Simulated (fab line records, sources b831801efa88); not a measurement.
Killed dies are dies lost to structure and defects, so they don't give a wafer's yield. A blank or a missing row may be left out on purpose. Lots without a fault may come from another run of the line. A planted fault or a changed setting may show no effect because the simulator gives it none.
fab line records | flow sfq_line
record lots=14 wafers=42 last_day=90
route steps=325 shown JJ@179 I5@228 C5@248 I6@268
lots that met no fault: from a run of the same line without faults
start_h: hours from the record's first day to the start of the lot's first wafer shown | wait_h: hours since the lot's step before | " the same as in the row above | L1.1+2: a row that stands for several wafers | - no value, or no start given | * or withheld: withheld | < > ~ a bound
route shown NAME@n: a module of which the file shows steps, and the number in the route of the first | usual: mean/standard deviation of fault-free wafers | same: alike in all rows | chamber/n: place in a boat | sites: the reading at each site | _std_site: their standard deviation | _edge_site: outer sites' mean less inner sites' | radius_mm: how far each site lies from the wafer's centre | mask NAME#n: copy n | behind: the tool/chamber that last shaped the wafer | hold: why the lot was held/for how many hours/how that ended | device: the transistor (n, p or np) that didn't switch | end of line: the same wafers' tests at the end of the route | a step without rows: its recipe alone | killed: dies lost to structure and defects at the first sort, not the wafer's yield | map: a wafer's dies, x killed, . not, _ none there
set.NAME: the setting as run; set.NAME@STEP: as run at that earlier step | model.NAME: the simulator's own value behind a step, which no gauge read
steps of the route over a sample of lots; a table a step, a row a wafer
services: from which hour (start_h, from the record's first day; less than 0 if before it) a tool's chamber was out of use, for how many hours, and why
## steps
# step SFQ_TRILAYER_JJ_TRILAYER_DEP_SPUTTER_109
# recipe material=Nb base_pressure_pa=1.33e-06 chamber_pressure_pa=0.1333 substrate_temp_c=20 target_thk_nm=150 power_w=2000 time_s=100
# usual throttle_valve_pct=30.2/1.3
# columns lot.wafer tool chamber start_h wait_h throttle_valve_pct
L582.2 pvd_sputter-03 - 1177.95 0.0 31.1
L582.3 " - " " 29.5
L582.4 " - " " 28.7
L583.3 pvd_sputter-06 - 1191.11 0.0 31.5
L583.4 " - " " 29.2
L583.6 " - " " 30.1
L585.1 pvd_sputter-04 - 1209.80 0.0 30.7
L585.5 " - " " 31.3
L585.6 " - " " 31.3
L586.2 pvd_sputter-03 - 1211.60 0.0 29.6
L586.4 " - " " 28.6
L586.6 " - " " 29.6
L587.2 pvd_sputter-04 - 1213.80 0.0 31.3
L587.4 " - " " 30.8
L587.5 " - " " 30.9
L588.1 pvd_sputter-03 - 1215.60 0.0 28.7
L588.5 " - " " 29.3
L588.6 " - " " 31.1
L590.2 pvd_sputter-04 - 1220.40 0.0 28.6
L590.3 " - " " 30.7
L590.6 " - " " 30.7
L592.1 pvd_sputter-04 - 1222.80 0.0 30.8
L592.4 " - " " 31.0
L592.5 " - " " 31.2
L596.2 pvd_sputter-04 - 1346.65 0.0 31.3
L596.5 " - " " 28.4
L596.6 " - " " 31.3
L599.2 pvd_sputter-06 - 1397.52 0.0 31.7
L599.4 " - " " 29.2
L599.6 " - " " 32.0
L600.1 pvd_sputter-04 - 1400.64 0.0 31.1
L600.4 " - " " 28.1
L600.6 " - " " 31.1
L601.1 pvd_sputter-04 - 1408.48 0.0 30.8
L601.4 " - " " 31.1
L601.5 " - " " 28.2
L602.1 pvd_sputter-03 - 1411.57 0.0 28.9
L602.4 " - " " 29.5
L602.6 " - " " 29.1
L605.2 pvd_sputter-04 - 1423.53 0.0 31.3
L605.4 " - " " 31.4
L605.5 " - " " 31.0
# step SFQ_TRILAYER_JJ_CE_BARC_OPEN_RIE_150
# recipe mask_material=PR chemistry=O2 target_depth_nm=240 target=BARC icp_w=600 bias_w=80 pressure_mtorr=10 time_s=80
# usual chamber_pressure_mTorr=10.000/0.0086 drypump_motor_current_A=5.6/0.63 he_backside_leak_sccm=3.47/0.29 oes_product_au=0.538/0.005 rf_fwd_power_W=596.1/2
# columns lot.wafer tool chamber start_h wait_h chamber_pressure_mTorr drypump_motor_current_A he_backside_leak_sccm oes_product_au rf_fwd_power_W rf_hours_counter_h
L582.2 rie_metal-03 1 1186.64 0.8 10.004 5.2 3.31 0.532 598.8 98
L582.3 " 1 " " 10.001 5.2 3.44 0.534 596.5 -
L582.4 " 0 " " 10.008 5.1 3.71 0.535 596.4 -
L583.3 rie_metal-03 1 1226.85 0.7 10.005 5.2 3.45 0.529 594.2 -
L583.4 " 1 " " 9.988 5.2 3.37 0.535 593.7 -
L583.6 " 1 " " 9.996 5.2 3.45 0.531 591.6 -
L585.1 rie_metal-01 0 1229.19 1.0 9.998 5.1 3.48 0.543 595.6 118
L585.5 " 0 " " 10.010 5.1 3.62 0.536 594.1 -
L585.6 " 1 " " 10.004 6.6 3.27 0.539 595.2 -
L586.2 rie_metal-03 1 1230.42 0.8 9.987 5.3 3.56 0.543 598.0 -
L586.4 " 1 " " 9.994 5.3 3.43 0.534 597.4 -
L586.6 " 1 " " 10.003 5.2 3.43 0.535 598.4 -
L587.2 rie_metal-01 0 1232.79 0.8 9.993 5.1 3.71 0.542 598.9 119
L587.4 " 0 " " 10.006 5.1 3.52 0.532 598.0 -
L587.5 " 0 " " 10.012 5.1 3.50 0.529 595.3 -
L588.1 rie_metal-01 1 1233.99 1.0 9.998 6.6 3.53 0.539 596.5 100
L588.5 " 0 " " 9.987 5.1 3.30 0.537 596.5 -
L588.6 " 1 " " 9.987 6.6 3.36 0.536 594.0 -
L590.2 rie_metal-01 0 1236.39 0.8 10.018 5.1 3.51 0.533 598.8 120
L590.3 " 0 " " 10.009 5.1 3.55 0.534 597.1 -
L590.6 " 0 " " 9.997 5.1 3.56 0.539 599.0 -
L592.1 rie_metal-02 1 1238.79 1.0 10.002 5.7 3.51 0.538 595.3 100
L592.4 " 0 " " 9.996 5.0 3.48 0.538 593.1 -
L592.5 " 1 " " 9.998 5.7 3.57 0.538 594.1 -
L596.2 rie_metal-01 1 1372.71 0.8 10.005 6.7 3.21 0.529 595.9 -
L596.5 " 1 " " 10.008 6.6 3.24 0.534 596.8 -
L596.6 " 1 " " 10.001 6.6 3.21 0.544 597.6 -
L599.2 rie_metal-01 0 1402.36 0.8 10.010 5.1 3.31 0.535 597.0 2
L599.4 " 1 " " 9.996 6.7 3.19 0.535 596.9 -
L599.6 " 1 " " 10.007 6.7 3.29 0.535 597.9 -
L600.1 rie_metal-02 1 1405.48 1.0 9.993 5.7 3.68 0.541 595.0 126
L600.4 " 0 " " 9.994 5.0 3.36 0.544 597.8 -
L600.6 " 1 " " 10.014 5.7 3.85 0.534 594.5 -
L601.1 rie_metal-02 1 1413.33 1.0 10.008 5.7 3.57 0.535 594.8 126
L601.4 " 0 " " 10.001 5.0 3.47 0.532 594.5 -
L601.5 " 0 " " 10.000 5.0 3.40 0.551 595.1 -
L602.1 rie_metal-01 1 1416.42 1.0 9.987 6.6 3.24 0.536 599.7 127
L602.4 " 1 " " 10.007 6.6 3.24 0.550 600.3 -
L602.6 " 0 " " 9.997 5.1 3.28 0.539 594.4 -
L605.2 rie_metal-02 1 1429.77 0.8 10.008 5.7 3.48 0.542 593.6 130
L605.4 " 0 " " 10.003 5.0 3.30 0.539 596.7 -
L605.5 " 1 " " 9.981 5.7 3.65 0.532 595.0 -
# step SFQ_TRILAYER_A5C_DEP_PECVD_142
# recipe material=SiO2 temp_c=150 time_s=15.556 pressure_torr=2.4 rf_w=183.3 precursor=SiH4/N2O target_thk_nm=70
# usual heater_power_w=88/13 rf_fwd_power_W=179.6/1.2 throttle_valve_pct=24.1/1.3
# columns lot.wafer tool chamber start_h wait_h heater_power_w rf_fwd_power_W throttle_valve_pct
L582.2 pecvd-04 1 1431.78 0.0 85 179.1 21.9
L582.3 " 0 " " 71 180.8 23.6
L582.4 " 2 " " 82 178.6 23.3
L583.3 pecvd-02 1 1461.87 0.0 97 179.8 27.0
L583.4 " 1 " " 97 180.1 27.0
L583.6 " 2 " " 88 180.2 24.3
L585.1 pecvd-02 0 1465.47 0.0 111 180.0 23.4
L585.5 " 2 " " 85 182.5 24.2
L585.6 " 1 " " 90 180.4 27.1
L586.2 pecvd-04 0 1468.04 0.0 71 180.1 23.7
L586.4 " 0 " " 72 180.8 23.7
L586.6 " 2 " " 75 178.4 23.1
L587.2 pecvd-04 0 1470.44 0.0 70 180.3 24.1
L587.4 " 1 " " 83 178.4 21.8
L587.5 " 2 " " 87 178.9 23.3
L588.1 pecvd-01 2 1473.87 0.0 106 178.3 23.5
L588.5 " 2 " " 104 178.2 24.0
L588.6 " 0 " " 74 179.0 24.7
L590.2 pecvd-04 1 1478.84 0.0 87 177.4 22.2
L590.3 " 2 " " 88 177.7 23.2
L590.6 " 0 " " 80 180.2 24.0
L592.1 pecvd-04 1 1489.47 0.0 86 178.7 22.5
L592.4 " 2 " " 82 178.8 23.2
L592.5 " 0 " " 77 179.9 23.9
L596.2 pecvd-02 1 1507.59 0.0 89 180.5 27.2
L596.5 " 2 " " 90 181.9 24.5
L596.6 " 0 " " 103 179.4 23.5
L599.2 pecvd-01 1 1520.31 0.0 90 181.1 24.5
L599.4 " 0 " " 72 179.5 25.1
L599.6 " 2 " " 99 178.3 23.9
L600.1 pecvd-02 2 1522.98 0.0 80 181.4 24.6
L600.4 " 1 " " 98 179.3 27.1
L600.6 " 2 " " 84 182.4 24.5
L601.1 pecvd-02 2 1527.93 0.0 88 180.8 24.2
L601.4 " 1 " " 94 181.3 27.2
L601.5 " 2 " " 89 181.9 24.1
L602.1 pecvd-01 1 1530.33 0.0 89 181.5 24.3
L602.4 " 1 " " 89 181.7 24.5
L602.6 " 2 " " 109 178.9 23.9
L605.2 pecvd-01 0 1544.29 0.0 72 179.6 25.0
L605.4 " 2 " " 97 178.5 23.8
L605.5 " 1 " " 103 181.3 24.5
# step SFQ_TRILAYER_C5_ETCH_VIA_ETCH_154
# recipe target=SiO2 mask_material=PR chemistry=CHF3 target_depth_nm=84 source_w=500 bias_w=80 pressure_mtorr=30 time_s=withheld stop_on=Nb
# usual chamber_pressure_mTorr=30.002/0.029 drypump_motor_current_A=5.6/0.34 oes_product_au=0.893/0.0073 rf_fwd_power_W=495.6/2
# columns lot.wafer tool chamber start_h wait_h chamber_pressure_mTorr drypump_motor_current_A oes_product_au rf_fwd_power_W
L582.2 rie_diel-02 1 1543.98 0.0 30.067 4.9 0.888 499.2
L582.3 " 0 " " 29.963 5.5 0.882 494.5
L582.4 " 2 " " 30.010 5.8 0.891 493.5
L583.3 rie_diel-03 1 1667.51 0.0 30.027 5.7 0.891 493.4
L583.4 " 3 " " 30.046 5.3 0.894 496.1
L583.6 " 1 " " 29.989 5.7 0.899 490.9
L585.1 rie_diel-03 1 1672.31 0.0 29.960 5.7 0.893 495.0
L585.5 " 0 " " 30.052 5.3 0.890 492.4
L585.6 " 3 " " 29.992 5.3 0.904 496.3
L586.2 rie_diel-02 2 1675.91 0.0 30.038 5.8 0.895 495.2
L586.4 " 1 " " 30.018 4.9 0.898 497.1
L586.6 " 3 " " 29.997 5.8 0.901 496.0
L587.2 rie_diel-03 0 1678.31 0.0 30.004 5.3 0.886 494.4
L587.4 " 2 " " 30.052 6.2 0.899 495.2
L587.5 " 2 " " 30.034 6.1 0.900 495.2
L588.1 rie_diel-02 2 1680.71 0.0 30.030 5.8 0.889 496.0
L588.5 " 2 " " 29.992 5.8 0.894 496.1
L588.6 " 3 " " 29.998 5.8 0.905 497.9
L590.2 rie_diel-03 3 1685.51 0.0 29.966 5.3 0.930 495.8
L590.3 " 2 " " 29.964 6.1 0.888 499.3
L590.6 " 1 " " 29.935 5.7 0.959 491.8
L592.1 rie_diel-01 3 1690.31 0.0 30.005 5.2 0.899 493.2
L592.4 " 1 " " 30.021 5.8 0.952 498.8
L592.5 " 1 " " 29.987 5.8 0.905 498.5
L596.2 rie_diel-03 2 1704.19 0.0 29.974 6.2 0.895 494.4
L596.5 " 2 " " 30.036 6.2 0.897 494.3
L596.6 " 3 " " 29.938 5.3 0.887 495.5
L599.2 rie_diel-01 0 1725.79 0.0 29.997 5.4 0.889 497.9
L599.4 " 2 " " 30.003 6.0 0.907 497.2
L599.6 " 0 " " 30.037 5.4 0.894 496.9
L600.1 rie_diel-03 1 1731.79 0.0 29.978 5.7 0.890 495.0
L600.4 " 3 " " 29.986 5.3 0.896 496.2
L600.6 " 0 " " 29.990 5.3 0.901 494.3
L601.1 rie_diel-02 1 1736.97 0.0 29.998 4.9 0.889 494.3
L601.4 " 3 " " 30.003 5.8 0.890 495.3
L601.5 " 3 " " 29.989 5.8 0.892 496.7
L602.1 rie_diel-01 3 1739.37 0.0 30.045 5.1 0.892 494.6
L602.4 " 2 " " 29.975 6.0 0.904 495.4
L602.6 " 3 " " 29.964 5.1 0.903 492.1
L605.2 rie_diel-01 2 1745.49 0.0 30.029 6.0 0.887 498.0
L605.4 " 2 " " 29.990 6.0 0.896 493.3
L605.5 " 1 " " 30.010 5.8 0.901 496.4
# step SFQ_I6_BOW_MEAS_941
# recipe mode=bow
# usual I6_BOW=5/12
# columns lot.wafer tool chamber start_h wait_h I6_BOW[um]
L582.2 film_metro-02 - 1558.39 2.5 -9
L582.3 " - " " -5
L582.4 " - " " -5
L583.3 film_metro-02 - 1676.52 2.5 21
L583.4 " - " " 2
L583.6 " - " " 20
L585.1 film_metro-01 - 1683.25 2.5 5
L585.5 " - " " 4
L585.6 " - " " 10
L586.2 film_metro-04 - 1686.85 2.5 -20
L586.4 " - " " 8
L586.6 " - " " -10
L587.2 film_metro-04 - 1690.64 2.5 13
L587.4 " - " " 17
L587.5 " - " " 6
L588.1 film_metro-01 - 1693.02 1.0 -8
L588.5 " - " " -8
L588.6 " - " " -22
L590.2 film_metro-02 - 1697.86 2.5 -13
L590.3 " - " " -2
L590.6 " - " " 2
L592.1 film_metro-02 - 1703.84 2.0 16
L592.4 " - " " 11
L592.5 " - " " 19
L596.2 film_metro-01 - 1803.48 2.5 3
L596.5 " - " " -1
L596.6 " - " " 11
L599.2 film_metro-02 - 1824.98 1.5 10
L599.4 " - " " 11
L599.6 " - " " 13
L600.1 film_metro-04 - 1828.56 1.5 20
L600.4 " - " " 25
L600.6 " - " " 18
L601.1 film_metro-02 - 1838.71 1.5 6
L601.4 " - " " 18
L601.5 " - " " 4
L602.1 film_metro-01 - 1839.87 2.0 18
L602.4 " - " " 9
L602.6 " - " " 21
L605.2 film_metro-01 - 1848.89 1.0 -1
L605.4 " - " " -1
L605.5 " - " " 0
## services
# columns tool chamber start_h hours kind
pecvd-04 - 1159.10 1.5 repair
pecvd-02 0 1176.06 9.4 repair
rie_metal-01 0 1194.14 14.9 repair
pecvd-04 2 1207.42 16.9 repair
rie_diel-03 1 1235.28 12.7 repair
pecvd-02 - 1247.78 2.5 repair
rie_diel-03 3 1249.53 27.6 repair
rie_metal-01 - 1251.34 14.6 pm
pecvd-04 - 1316.75 14.0 pm
pvd_sputter-04 - 1361.43 6.2 repair
pecvd-04 - 1373.08 4.9 repair
pecvd-04 2 1408.97 10.7 repair
pecvd-04 - 1423.53 1.0 repair
rie_diel-03 - 1444.24 2.8 pm
pvd_sputter-04 - 1445.46 5.4 repair
rie_diel-03 3 1456.99 4.7 repair
pecvd-02 - 1465.59 14.6 pm
rie_diel-03 0 1635.12 3.5 repair
pvd_sputter-04 - 1638.16 7.5 repair
rie_diel-03 0 1646.82 4.6 repair
pvd_sputter-04 - 1664.34 7.6 repair
rie_metal-01 1 1712.24 18.4 repair
rie_metal-01 0 1713.43 13.7 repair
rie_diel-03 0 1735.10 2.8 repair
## key
first_sign step=SFQ_TRILAYER_C5_ETCH_VIA_ETCH_154 reading=oes_product_au direction=up sigmas=7.3 usual=0.893 struck=0.947
effect none on later readings
met_at SFQ_TRILAYER_A5C_DEP_PECVD_142
struck_lots L590,L592
struck_wafers L590.2,L590.6,L592.4
not_acting_at SFQ_TRILAYER_JJ_TRILAYER_DEP_SPUTTER_109,SFQ_TRILAYER_JJ_CE_BARC_OPEN_RIE_150,SFQ_I6_BOW_MEAS_941
onset_between 1470.44 1478.84
fault kind=process_parameter_drift tool=pecvd-04 chamber=- onset_h=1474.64 steps=SFQ_TRILAYER_A5C_DEP_PECVD_142 channel=target_thk_nm offset=6.9519 shape=step end_h=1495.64 scope=struck_wafers_only acts_in=these_recipes_only stated=70
